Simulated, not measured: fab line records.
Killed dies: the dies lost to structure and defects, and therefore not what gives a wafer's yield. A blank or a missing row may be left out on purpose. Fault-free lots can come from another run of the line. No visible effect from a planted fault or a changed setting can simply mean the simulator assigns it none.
Which tool is to blame?    flow sky130    Sampling: 11 lots, 33 wafers, 5 of 708 route steps

== WHAT THE GAUGES SHOWED, per wafer ==
SKY_POLY_GATE_THK_MEAS_21.
lot   measured      on             POLY_GATE_OXIDATION_THK (nm)
L642  day 17 15:10  film_metro-04  3.98 3.96 4.07
L641  day 17 15:10  film_metro-02  4.09 4.04 4.09
L644  day 18 05:08  film_metro-02  3.99 3.93 3.97
L645  day 18 16:27  film_metro-04  4.05 4.08 3.96
L648  day 19 19:05  film_metro-02  4.17 4.11 4.18
L651  day 20 15:38  film_metro-02  4.01 4.01 3.93
L652  day 20 21:58  film_metro-03  4.02 4.10 4.01
L653  day 21 17:50  film_metro-04  3.92 4.01 3.99
L658  day 23 06:34  film_metro-04  4.13 4.04 4.02
L661  day 24 03:11  film_metro-02  4.06 4.12 4.08
L662  day 24 20:49  film_metro-04  4.11 4.05 4.21

SKY_LDD_N_TW_MEAS_17.
lot   measured      on             LDD_N_TW
L642  day 18 23:10  film_metro-03  2556 2553 2543
L641  day 18 23:16  film_metro-02  2602 2604 2605
L644  day 19 13:50  film_metro-03  2549 2555 2573
L645  day 20 01:11  film_metro-01  2618 2605 2608
L648  day 21 03:35  film_metro-01  2583 2596 2584
L651  day 22 00:12  film_metro-03  2663 2668 2669
L652  day 22 06:53  film_metro-03  2653 2653 2660
L653  day 23 06:22  film_metro-03  2555 2564 2562
L658  day 24 14:40  film_metro-01  2704 2699 2718
L661  day 25 10:44  film_metro-03  2541 2553 2548
L662  day 26 04:32  film_metro-01  2611 2603 2596

== WHICH TOOL RAN EACH LOT (tool, then ch and the chambers of the sampled wafers, then the start) ==
lot   SKY_POLY_GATE_ETCH_15               SKY_LDD_N_IMPLANT_10             SKY_LDD_N_STRIP_16
L642  rie_diel-03 ch 0,2,3, day 17 11:21  implanter-01 ch 0, day 18 22:10  plasma_asher-03 ch 0,1, day 18 23:04
L641  rie_diel-01 ch 0,1,3, day 17 12:29  implanter-03 ch 0, day 18 22:11  plasma_asher-03 ch 0,1, day 18 23:10
L644  rie_diel-03 ch 1,2,3, day 18 02:09  implanter-01 ch 0, day 19 12:50  plasma_asher-03 ch 0,1, day 19 13:44
L645  rie_diel-03 ch 0,1,2, day 18 13:08  implanter-01 ch 0, day 20 00:11  plasma_asher-03 ch 0,1, day 20 01:04
L648  rie_diel-01 ch 0,1,3, day 19 17:12  implanter-03 ch 0, day 21 02:35  plasma_asher-02 ch 1, day 21 03:29
L651  rie_diel-03 ch 0,2, day 20 14:00    implanter-02 ch 0, day 21 22:53  plasma_asher-04 ch 0,1, day 22 00:06
L652  rie_diel-04 ch 0,1,2, day 20 19:47  implanter-03 ch 0, day 22 05:29  plasma_asher-04 ch 0,1, day 22 06:47
L653  rie_diel-01 ch 1,2,3, day 21 16:12  implanter-01 ch 0, day 23 05:22  plasma_asher-02 ch 0,1, day 23 06:16
L658  rie_diel-04 ch 0,1, day 23 04:54    implanter-01 ch 0, day 24 13:23  plasma_asher-02 ch 0,1, day 24 14:35
L661  rie_diel-01 ch 0,2,3, day 24 01:30  implanter-01 ch 0, day 25 09:44  plasma_asher-03 ch 0, day 25 10:38
L662  rie_diel-03 ch 0,2, day 24 19:11    implanter-01 ch 0, day 26 03:32  plasma_asher-02 ch 0,1, day 26 04:26
- SKY_POLY_GATE_ETCH_15: etches BARC in N2/H2, stops on SiO2, time 118.5 s, target depth 110 nm.
- SKY_LDD_N_IMPLANT_10
- SKY_LDD_N_STRIP_16: strips in O2/N2.

== WHAT THE TOOLS THEMSELVES READ (means of the sampled wafers that have a number; where no wafer has one, the mark that the record gives instead) ==
SKY_POLY_GATE_ETCH_15.
lot   tool         drypump_motor_current_A (A)  oes_product_au (a.u.)  throttle_valve_pct (%)
L642  rie_diel-03  5.8                          0.715                  13.207
L641  rie_diel-01  5.8                          0.721                  13.213
L644  rie_diel-03  5.8                          0.717                  13.216
L645  rie_diel-03  5.6                          0.716                  13.218
L648  rie_diel-01  5.8                          0.714                  13.211
L651  rie_diel-03  5.4                          0.717                  13.220
L652  rie_diel-04  5.6                          0.711                  13.221
L653  rie_diel-01  5.5                          0.720                  13.217
L658  rie_diel-04  5.6                          0.719                  13.222
L661  rie_diel-01  5.7                          0.722                  13.201
L662  rie_diel-03  5.5                          0.716                  13.217

SKY_LDD_N_STRIP_16.
lot   tool             drypump_motor_current_A (A)  oes_product_au (a.u.)  strip_time_to_endpoint_s (s)
L642  plasma_asher-03  5.64                         0.405                  4.314
L641  plasma_asher-03  5.63                         0.409                  4.317
L644  plasma_asher-03  5.63                         0.409                  4.317
L645  plasma_asher-03  5.64                         0.405                  4.320
L648  plasma_asher-02  6.32                         0.408                  4.324
L651  plasma_asher-04  5.82                         0.405                  4.538
L652  plasma_asher-04  6.02                         0.405                  4.521
L653  plasma_asher-02  6.13                         0.411                  4.301
L658  plasma_asher-02  6.11                         0.408                  4.520
L661  plasma_asher-03  5.69                         0.405                  4.323
L662  plasma_asher-02  6.10                         0.409                  4.317

== THE ANSWER, worked out from the rows above alone ==
Rule: usual is defined by the lots themselves. Put in order of their means at a reading, lots are off if they are a third of the lots or fewer, leave a main group of 4 or more, and stand apart from it by a gap of 3 or more times the standard deviation of the main group's means; of several such gaps the widest counts. The tables above print the reading to a certain number of digits; a main group whose means all agree to those digits is not used. A lot without any number at a reading at which 4 lots or more have one is off too. Any other lot the step has rows for is counted as sound. Order of review: gauges by route order, followed by the tools' own readings, for which a lot's mean as printed above is used. At the first step where some lot is off, the reading lying furthest off is the one used; lots without a number count as furthest.
Off, at SKY_LDD_N_STRIP_16 on strip_time_to_endpoint_s: L651, L652, L658. Main group: mean 4.317 s, sd 0.0067.
If a tool, at that step or one of the process steps before it, ran each lot that is off and ran no sound lot following the first of them, it fits. Not one of the candidates tried fits.

== WHAT THE SIMULATOR HAD INSERTED ==
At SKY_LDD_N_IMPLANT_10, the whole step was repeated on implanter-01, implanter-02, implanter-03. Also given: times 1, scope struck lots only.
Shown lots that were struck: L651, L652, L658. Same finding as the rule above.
